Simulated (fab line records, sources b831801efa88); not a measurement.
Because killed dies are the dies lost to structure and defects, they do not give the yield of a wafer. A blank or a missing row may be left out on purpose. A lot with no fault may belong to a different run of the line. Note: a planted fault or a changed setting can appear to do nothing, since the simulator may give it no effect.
What tool caused it? || flow gf180mcu || 24 lots with 72 wafers sampled at 4 steps, on a route of 602 steps

## WHAT EACH GAUGE READ, for each wafer
GF_V4_OVL_MEAS_15.
{"lot": "L074", "measured": "day 24 00:55", "on": "overlay-02", "V4_OVL (nm)": "-11 -8 -1"}
{"lot": "L075", "measured": "day 24 07:16", "on": "overlay-01", "V4_OVL (nm)": "-1 -6 -1"}
{"lot": "L076", "measured": "day 25 02:07", "on": "overlay-02", "V4_OVL (nm)": "-10 -4 -6"}
{"lot": "L077", "measured": "day 25 05:38", "on": "overlay-01", "V4_OVL (nm)": "3 5 6"}
{"lot": "L078", "measured": "day 25 16:54", "on": "overlay-01", "V4_OVL (nm)": "-7 -8 -7"}
{"lot": "L080", "measured": "day 26 07:43", "on": "overlay-02", "V4_OVL (nm)": "1 -4 -6"}
{"lot": "L079", "measured": "day 26 10:04", "on": "overlay-02", "V4_OVL (nm)": "-3 -3 -7"}
{"lot": "L081", "measured": "day 27 00:49", "on": "overlay-02", "V4_OVL (nm)": "-6 -7 -7"}
{"lot": "L082", "measured": "day 27 06:10", "on": "overlay-01", "V4_OVL (nm)": "-7 -9 -4"}
{"lot": "L083", "measured": "day 28 00:52", "on": "overlay-02", "V4_OVL (nm)": "-7 -8 -8"}
{"lot": "L085", "measured": "day 28 01:00", "on": "overlay-01", "V4_OVL (nm)": "-6 -7 5"}
{"lot": "L084", "measured": "day 28 08:40", "on": "overlay-02", "V4_OVL (nm)": "-7 -4 -13"}
{"lot": "L086", "measured": "day 28 20:08", "on": "overlay-01", "V4_OVL (nm)": "-2 -4 -5"}
{"lot": "L087", "measured": "day 28 20:10", "on": "overlay-02", "V4_OVL (nm)": "-3 -2 -1"}
{"lot": "L088", "measured": "day 29 04:24", "on": "overlay-01", "V4_OVL (nm)": "0 -1 -3"}
{"lot": "L089", "measured": "day 29 08:09", "on": "overlay-01", "V4_OVL (nm)": "-4 0 -2"}
{"lot": "L090", "measured": "day 29 17:19", "on": "overlay-02", "V4_OVL (nm)": "1 1 8"}
{"lot": "L092", "measured": "day 29 22:05", "on": "overlay-01", "V4_OVL (nm)": "2 0 -2"}
{"lot": "L091", "measured": "day 29 23:10", "on": "overlay-02", "V4_OVL (nm)": "-4 2 -4"}
{"lot": "L093", "measured": "day 30 07:32", "on": "overlay-01", "V4_OVL (nm)": "2 -5 0"}
{"lot": "L094", "measured": "day 30 15:31", "on": "overlay-01", "V4_OVL (nm)": "-7 -2 -12"}
{"lot": "L095", "measured": "day 31 01:59", "on": "overlay-02", "V4_OVL (nm)": "-1 5 10"}
{"lot": "L096", "measured": "day 31 04:49", "on": "overlay-02", "V4_OVL (nm)": "-6 -8 -9"}
{"lot": "L097", "measured": "day 31 19:20", "on": "overlay-02", "V4_OVL (nm)": "-5 2 -5"}

## TOOL THAT RAN EACH LOT (tool first, then ch and the chambers of the sampled wafers, then the start)
{"lot": "L074", "GF_V1_CMP_04": "cmp-02 ch 1,2,3, day 16 18:34", "GF_M3_STRIP_17": "plasma asher-02 ch 0,1, day 20 22:49", "GF_M4_SPUTTER_03": "pvd sputter-04, day 22 01:10"}
{"lot": "L075", "GF_V1_CMP_04": "cmp-01 ch 0,1,3, day 17 00:00", "GF_M3_STRIP_17": "plasma asher-01 ch 0,1, day 21 05:32", "GF_M4_SPUTTER_03": "pvd sputter-03, day 22 07:31"}
{"lot": "L076", "GF_V1_CMP_04": "cmp-01 ch 0,1,2, day 17 20:26", "GF_M3_STRIP_17": "plasma asher-01 ch 0,1, day 22 01:46", "GF_M4_SPUTTER_03": "pvd sputter-03, day 23 03:31"}
{"lot": "L077", "GF_V1_CMP_04": "cmp-01 ch 1,2, day 17 23:42", "GF_M3_STRIP_17": "plasma asher-02 ch 0,1, day 22 04:59", "GF_M4_SPUTTER_03": "pvd sputter-04, day 23 07:19"}
{"lot": "L078", "GF_V1_CMP_04": "cmp-02 ch 0,1, day 18 15:25", "GF_M3_STRIP_17": "plasma asher-02 ch 0,1, day 22 19:14", "GF_M4_SPUTTER_03": "pvd sputter-01, day 23 20:28"}
{"lot": "L080", "GF_V1_CMP_04": "cmp-02 ch 1,2,3, day 19 06:44", "GF_M3_STRIP_17": "plasma asher-02 ch 0,1, day 23 10:32", "GF_M4_SPUTTER_03": "pvd sputter-01, day 24 12:07"}
{"lot": "L079", "GF_V1_CMP_04": "cmp-01 ch 0,1,3, day 19 07:02", "GF_M3_STRIP_17": "plasma asher-04 ch 0,1, day 23 11:29", "GF_M4_SPUTTER_03": "pvd sputter-04, day 24 13:17"}
{"lot": "L081", "GF_V1_CMP_04": "cmp-01 ch 1,2, day 20 01:11", "GF_M3_STRIP_17": "plasma asher-02 ch 0,1, day 24 04:25", "GF_M4_SPUTTER_03": "pvd sputter-01, day 25 05:32"}
{"lot": "L082", "GF_V1_CMP_04": "cmp-01 ch 0,3, day 20 07:57", "GF_M3_STRIP_17": "plasma asher-02 ch 0,1, day 24 10:20", "GF_M4_SPUTTER_03": "pvd sputter-04, day 25 10:49"}
{"lot": "L083", "GF_V1_CMP_04": "cmp-01 ch 2,3, day 21 06:46", "GF_M3_STRIP_17": "plasma asher-04 ch 1, day 25 06:56", "GF_M4_SPUTTER_03": "pvd sputter-03, day 26 07:04"}
{"lot": "L085", "GF_V1_CMP_04": "cmp-01 ch 1,2, day 21 08:15", "GF_M3_STRIP_17": "plasma asher-02 ch 0,1, day 25 08:37", "GF_M4_SPUTTER_03": "pvd sputter-01, day 26 07:49"}
{"lot": "L084", "GF_V1_CMP_04": "cmp-02 ch 0,3, day 21 14:20", "GF_M3_STRIP_17": "plasma asher-01 ch 0,1, day 25 15:34", "GF_M4_SPUTTER_03": "pvd sputter-03, day 26 15:54"}
{"lot": "L086", "GF_V1_CMP_04": "cmp-01 ch 0,1,3, day 22 04:43", "GF_M3_STRIP_17": "plasma asher-04 ch 0,1, day 26 03:34", "GF_M4_SPUTTER_03": "pvd sputter-03, day 27 03:19"}
{"lot": "L087", "GF_V1_CMP_04": "cmp-02 ch 0,1, day 22 05:26", "GF_M3_STRIP_17": "plasma asher-01 ch 0,1, day 26 04:22", "GF_M4_SPUTTER_03": "pvd sputter-04, day 27 03:47"}
{"lot": "L088", "GF_V1_CMP_04": "cmp-01 ch 0,1,2, day 22 17:09", "GF_M3_STRIP_17": "plasma asher-02 ch 0,1, day 26 13:53", "GF_M4_SPUTTER_03": "pvd sputter-04, day 27 12:29"}
{"lot": "L089", "GF_V1_CMP_04": "cmp-02 ch 0,3, day 22 22:03", "GF_M3_STRIP_17": "plasma asher-02 ch 0,1, day 26 17:14", "GF_M4_SPUTTER_03": "pvd sputter-03, day 27 15:46"}
{"lot": "L090", "GF_V1_CMP_04": "cmp-02 ch 0,1,3, day 23 09:24", "GF_M3_STRIP_17": "plasma asher-04 ch 0,1, day 27 03:38", "GF_M4_SPUTTER_03": "pvd sputter-01, day 28 02:13"}
{"lot": "L092", "GF_V1_CMP_04": "cmp-01 ch 0,2, day 23 12:51", "GF_M3_STRIP_17": "plasma asher-01 ch 0,1, day 27 08:01", "GF_M4_SPUTTER_03": "pvd sputter-04, day 28 07:00"}
{"lot": "L091", "GF_V1_CMP_04": "cmp-01 ch 1,2,3, day 23 14:29", "GF_M3_STRIP_17": "plasma asher-04 ch 0,1, day 27 09:20", "GF_M4_SPUTTER_03": "pvd sputter-04, day 28 08:08"}
{"lot": "L093", "GF_V1_CMP_04": "cmp-02 ch 0,1, day 24 01:46", "GF_M3_STRIP_17": "plasma asher-04 ch 0,1, day 27 18:58", "GF_M4_SPUTTER_03": "pvd sputter-01, day 28 16:46"}
{"lot": "L094", "GF_V1_CMP_04": "cmp-01 ch 0,2,3, day 24 10:18", "GF_M3_STRIP_17": "plasma asher-02 ch 0,1, day 28 02:16", "GF_M4_SPUTTER_03": "pvd sputter-01, day 29 00:49"}
{"lot": "L095", "GF_V1_CMP_04": "cmp-02 ch 0,1, day 24 23:34", "GF_M3_STRIP_17": "plasma asher-01 ch 0, day 28 14:05", "GF_M4_SPUTTER_03": "pvd sputter-03, day 29 11:28"}
{"lot": "L096", "GF_V1_CMP_04": "cmp-01 ch 1,2, day 25 01:47", "GF_M3_STRIP_17": "plasma asher-04 ch 0,1, day 28 16:46", "GF_M4_SPUTTER_03": "pvd sputter-03, day 29 14:53"}
{"lot": "L097", "GF_V1_CMP_04": "cmp-02 ch 1,3, day 25 12:12", "GF_M3_STRIP_17": "plasma asher-02 ch 0,1, day 29 01:55", "GF_M4_SPUTTER_03": "pvd sputter-01, day 29 23:30"}
- GF_V1_CMP_04: polishes SiO2.
- GF_M3_STRIP_17: strips in O2/N2.
- GF_M4_SPUTTER_03: material Ti, target thk 10 nm, time 6.7 s.

## WHAT THE TOOLS THEMSELVES READ (means of the sampled wafers that have a number; where no wafer has one, the mark that the record gives instead)
GF_V1_CMP_04.
{"lot": "L074", "tool": "cmp-02", "edge zone pressure frac": 1.002, "motor current A (A)": 12.4, "time to endpoint s (s)": 74}
{"lot": "L075", "tool": "cmp-01", "edge zone pressure frac": 0.998, "motor current A (A)": 11.6, "time to endpoint s (s)": 83}
{"lot": "L076", "tool": "cmp-01", "edge zone pressure frac": 0.998, "motor current A (A)": 11.9, "time to endpoint s (s)": 79}
{"lot": "L077", "tool": "cmp-01", "edge zone pressure frac": 1.003, "motor current A (A)": 12.2, "time to endpoint s (s)": 82}
{"lot": "L078", "tool": "cmp-02", "edge zone pressure frac": 1.000, "motor current A (A)": 12.7, "time to endpoint s (s)": 77}
{"lot": "L080", "tool": "cmp-02", "edge zone pressure frac": 0.991, "motor current A (A)": 12.3, "time to endpoint s (s)": 76}
{"lot": "L079", "tool": "cmp-01", "edge zone pressure frac": 1.002, "motor current A (A)": 11.8, "time to endpoint s (s)": 79}
{"lot": "L081", "tool": "cmp-01", "edge zone pressure frac": 0.998, "motor current A (A)": 11.7, "time to endpoint s (s)": 77}
{"lot": "L082", "tool": "cmp-01", "edge zone pressure frac": 1.001, "motor current A (A)": 12.3, "time to endpoint s (s)": 73}
{"lot": "L083", "tool": "cmp-01", "edge zone pressure frac": 1.002, "motor current A (A)": 12.0, "time to endpoint s (s)": 78}
{"lot": "L085", "tool": "cmp-01", "edge zone pressure frac": 0.995, "motor current A (A)": 12.2, "time to endpoint s (s)": 85}
{"lot": "L084", "tool": "cmp-02", "edge zone pressure frac": 1.001, "motor current A (A)": 13.5, "time to endpoint s (s)": 78}
{"lot": "L086", "tool": "cmp-01", "edge zone pressure frac": 1.006, "motor current A (A)": 11.7, "time to endpoint s (s)": 76}
{"lot": "L087", "tool": "cmp-02", "edge zone pressure frac": 1.001, "motor current A (A)": 13.0, "time to endpoint s (s)": 74}
{"lot": "L088", "tool": "cmp-01", "edge zone pressure frac": 0.998, "motor current A (A)": 12.4, "time to endpoint s (s)": 79}
{"lot": "L089", "tool": "cmp-02", "edge zone pressure frac": 0.999, "motor current A (A)": 13.7, "time to endpoint s (s)": 78}
{"lot": "L090", "tool": "cmp-02", "edge zone pressure frac": 0.999, "motor current A (A)": 13.0, "time to endpoint s (s)": 81}
{"lot": "L092", "tool": "cmp-01", "edge zone pressure frac": 1.004, "motor current A (A)": 13.0, "time to endpoint s (s)": 85}
{"lot": "L091", "tool": "cmp-01", "edge zone pressure frac": 1.001, "motor current A (A)": 11.3, "time to endpoint s (s)": 81}
{"lot": "L093", "tool": "cmp-02", "edge zone pressure frac": 1.002, "motor current A (A)": 12.9, "time to endpoint s (s)": 88}
{"lot": "L094", "tool": "cmp-01", "edge zone pressure frac": 0.999, "motor current A (A)": 12.6, "time to endpoint s (s)": 83}
{"lot": "L095", "tool": "cmp-02", "edge zone pressure frac": 1.004, "motor current A (A)": 12.2, "time to endpoint s (s)": 84}
{"lot": "L096", "tool": "cmp-01", "edge zone pressure frac": 0.999, "motor current A (A)": 12.0, "time to endpoint s (s)": 80}
{"lot": "L097", "tool": "cmp-02", "edge zone pressure frac": 1.000, "motor current A (A)": 12.3, "time to endpoint s (s)": 78}

GF_M3_STRIP_17.
{"lot": "L074", "tool": "plasma asher-02", "drypump motor current A (A)": 5.9, "heater power w (W)": 312, "n2 flow sccm (sccm)": 300.8, "oes product au (a.u.)": 0.562, "strip time to endpoint s (s)": 7.88}
{"lot": "L075", "tool": "plasma asher-01", "drypump motor current A (A)": 5.5, "heater power w (W)": 332, "n2 flow sccm (sccm)": 301.1, "oes product au (a.u.)": 0.560, "strip time to endpoint s (s)": 7.84}
{"lot": "L076", "tool": "plasma asher-01", "drypump motor current A (A)": 5.4, "heater power w (W)": 333, "n2 flow sccm (sccm)": 299.4, "oes product au (a.u.)": 0.561, "strip time to endpoint s (s)": 7.89}
{"lot": "L077", "tool": "plasma asher-02", "drypump motor current A (A)": 6.2, "heater power w (W)": 309, "n2 flow sccm (sccm)": 299.6, "oes product au (a.u.)": 0.560, "strip time to endpoint s (s)": 7.82}
{"lot": "L078", "tool": "plasma asher-02", "drypump motor current A (A)": 6.2, "heater power w (W)": 309, "n2 flow sccm (sccm)": 300.6, "oes product au (a.u.)": 0.556, "strip time to endpoint s (s)": 7.86}
{"lot": "L080", "tool": "plasma asher-02", "drypump motor current A (A)": 6.0, "heater power w (W)": 308, "n2 flow sccm (sccm)": 299.1, "oes product au (a.u.)": 0.559, "strip time to endpoint s (s)": 7.87}
{"lot": "L079", "tool": "plasma asher-04", "drypump motor current A (A)": 5.5, "heater power w (W)": 309, "n2 flow sccm (sccm)": 300.0, "oes product au (a.u.)": 0.560, "strip time to endpoint s (s)": 7.89}
{"lot": "L081", "tool": "plasma asher-02", "drypump motor current A (A)": 6.0, "heater power w (W)": 311, "n2 flow sccm (sccm)": 300.4, "oes product au (a.u.)": 0.557, "strip time to endpoint s (s)": 7.85}
{"lot": "L082", "tool": "plasma asher-02", "drypump motor current A (A)": 6.2, "heater power w (W)": 309, "n2 flow sccm (sccm)": 300.7, "oes product au (a.u.)": 0.560, "strip time to endpoint s (s)": 7.89}
{"lot": "L083", "tool": "plasma asher-04", "drypump motor current A (A)": 5.4, "heater power w (W)": 316, "n2 flow sccm (sccm)": 300.7, "oes product au (a.u.)": 0.555, "strip time to endpoint s (s)": 7.86}
{"lot": "L085", "tool": "plasma asher-02", "drypump motor current A (A)": 6.2, "heater power w (W)": 306, "n2 flow sccm (sccm)": 300.6, "oes product au (a.u.)": 0.556, "strip time to endpoint s (s)": 7.91}
{"lot": "L084", "tool": "plasma asher-01", "drypump motor current A (A)": 5.6, "heater power w (W)": 324, "n2 flow sccm (sccm)": 301.6, "oes product au (a.u.)": 0.555, "strip time to endpoint s (s)": 7.84}
{"lot": "L086", "tool": "plasma asher-04", "drypump motor current A (A)": 5.4, "heater power w (W)": 317, "n2 flow sccm (sccm)": 300.0, "oes product au (a.u.)": 0.558, "strip time to endpoint s (s)": 7.84}
{"lot": "L087", "tool": "plasma asher-01", "drypump motor current A (A)": 5.6, "heater power w (W)": 323, "n2 flow sccm (sccm)": 300.3, "oes product au (a.u.)": 0.560, "strip time to endpoint s (s)": 7.83}
{"lot": "L088", "tool": "plasma asher-02", "drypump motor current A (A)": 6.2, "heater power w (W)": 308, "n2 flow sccm (sccm)": 300.1, "oes product au (a.u.)": 0.552, "strip time to endpoint s (s)": 7.88}
{"lot": "L089", "tool": "plasma asher-02", "drypump motor current A (A)": 6.0, "heater power w (W)": 310, "n2 flow sccm (sccm)": 300.7, "oes product au (a.u.)": 0.556, "strip time to endpoint s (s)": 7.85}
{"lot": "L090", "tool": "plasma asher-04", "drypump motor current A (A)": 5.5, "heater power w (W)": 310, "n2 flow sccm (sccm)": 300.9, "oes product au (a.u.)": 0.561, "strip time to endpoint s (s)": 7.86}
{"lot": "L092", "tool": "plasma asher-01", "drypump motor current A (A)": 5.6, "heater power w (W)": 328, "n2 flow sccm (sccm)": 299.3, "oes product au (a.u.)": 0.565, "strip time to endpoint s (s)": 7.86}
{"lot": "L091", "tool": "plasma asher-04", "drypump motor current A (A)": 5.4, "heater power w (W)": 318, "n2 flow sccm (sccm)": 300.6, "oes product au (a.u.)": 0.560, "strip time to endpoint s (s)": 7.86}
{"lot": "L093", "tool": "plasma asher-04", "drypump motor current A (A)": 5.5, "heater power w (W)": 313, "n2 flow sccm (sccm)": 299.3, "oes product au (a.u.)": 0.552, "strip time to endpoint s (s)": 7.80}
{"lot": "L094", "tool": "plasma asher-02", "drypump motor current A (A)": 6.0, "heater power w (W)": 309, "n2 flow sccm (sccm)": 299.5, "oes product au (a.u.)": 0.558, "strip time to endpoint s (s)": 7.89}
{"lot": "L095", "tool": "plasma asher-01", "drypump motor current A (A)": 5.7, "heater power w (W)": 309, "n2 flow sccm (sccm)": 299.5, "oes product au (a.u.)": 0.559, "strip time to endpoint s (s)": 7.84}
{"lot": "L096", "tool": "plasma asher-04", "drypump motor current A (A)": 5.4, "heater power w (W)": 311, "n2 flow sccm (sccm)": 300.5, "oes product au (a.u.)": 0.557, "strip time to endpoint s (s)": 7.81}
{"lot": "L097", "tool": "plasma asher-02", "drypump motor current A (A)": 6.2, "heater power w (W)": 308, "n2 flow sccm (sccm)": 299.7, "oes product au (a.u.)": 0.558, "strip time to endpoint s (s)": 7.88}

GF_M4_SPUTTER_03.
{"lot": "L074", "tool": "pvd sputter-04", "throttle valve pct (%)": 30.3}
{"lot": "L075", "tool": "pvd sputter-03", "throttle valve pct (%)": 29.7}
{"lot": "L076", "tool": "pvd sputter-03", "throttle valve pct (%)": 30.3}
{"lot": "L077", "tool": "pvd sputter-04", "throttle valve pct (%)": 30.6}
{"lot": "L078", "tool": "pvd sputter-01", "throttle valve pct (%)": 31.3}
{"lot": "L080", "tool": "pvd sputter-01", "throttle valve pct (%)": 31.1}
{"lot": "L079", "tool": "pvd sputter-04", "throttle valve pct (%)": 31.3}
{"lot": "L081", "tool": "pvd sputter-01", "throttle valve pct (%)": 31.1}
{"lot": "L082", "tool": "pvd sputter-04", "throttle valve pct (%)": 31.3}
{"lot": "L083", "tool": "pvd sputter-03", "throttle valve pct (%)": 30.5}
{"lot": "L085", "tool": "pvd sputter-01", "throttle valve pct (%)": 30.8}
{"lot": "L084", "tool": "pvd sputter-03", "throttle valve pct (%)": 30.1}
{"lot": "L086", "tool": "pvd sputter-03", "throttle valve pct (%)": 30.0}
{"lot": "L087", "tool": "pvd sputter-04", "throttle valve pct (%)": 31.1}
{"lot": "L088", "tool": "pvd sputter-04", "throttle valve pct (%)": 30.4}
{"lot": "L089", "tool": "pvd sputter-03", "throttle valve pct (%)": 29.6}
{"lot": "L090", "tool": "pvd sputter-01", "throttle valve pct (%)": 31.2}
{"lot": "L092", "tool": "pvd sputter-04", "throttle valve pct (%)": 30.7}
{"lot": "L091", "tool": "pvd sputter-04", "throttle valve pct (%)": 30.8}
{"lot": "L093", "tool": "pvd sputter-01", "throttle valve pct (%)": 31.2}
{"lot": "L094", "tool": "pvd sputter-01", "throttle valve pct (%)": 30.8}
{"lot": "L095", "tool": "pvd sputter-03", "throttle valve pct (%)": 30.7}
{"lot": "L096", "tool": "pvd sputter-03", "throttle valve pct (%)": 30.6}
{"lot": "L097", "tool": "pvd sputter-01", "throttle valve pct (%)": 30.9}

## THE ANSWER, worked out from the rows above alone
Rule: the lots themselves supply what counts as usual. Put in order of their means at a reading, lots are off if they are a third of the lots or fewer, leave a main group of 4 or more, and stand apart from it by a gap of 3 or more times the standard deviation of the main group's means; of several such gaps the widest counts. If all means in a main group match to the digits the tables above print for the reading, that group is not used. A lot without any number at a reading at which 4 lots or more have one is off too. All remaining lots with rows at the step are treated as sound. First the gauges in route order, then the tools' own readings, where a lot's mean is used as printed above. At the first step where some lot is off, the reading lying furthest off is the one used; lots without a number count as furthest.
Across all readings shown, no lot is off: no conclusion can be drawn from this.

## WHAT THE SIMULATOR HAD PUT IN
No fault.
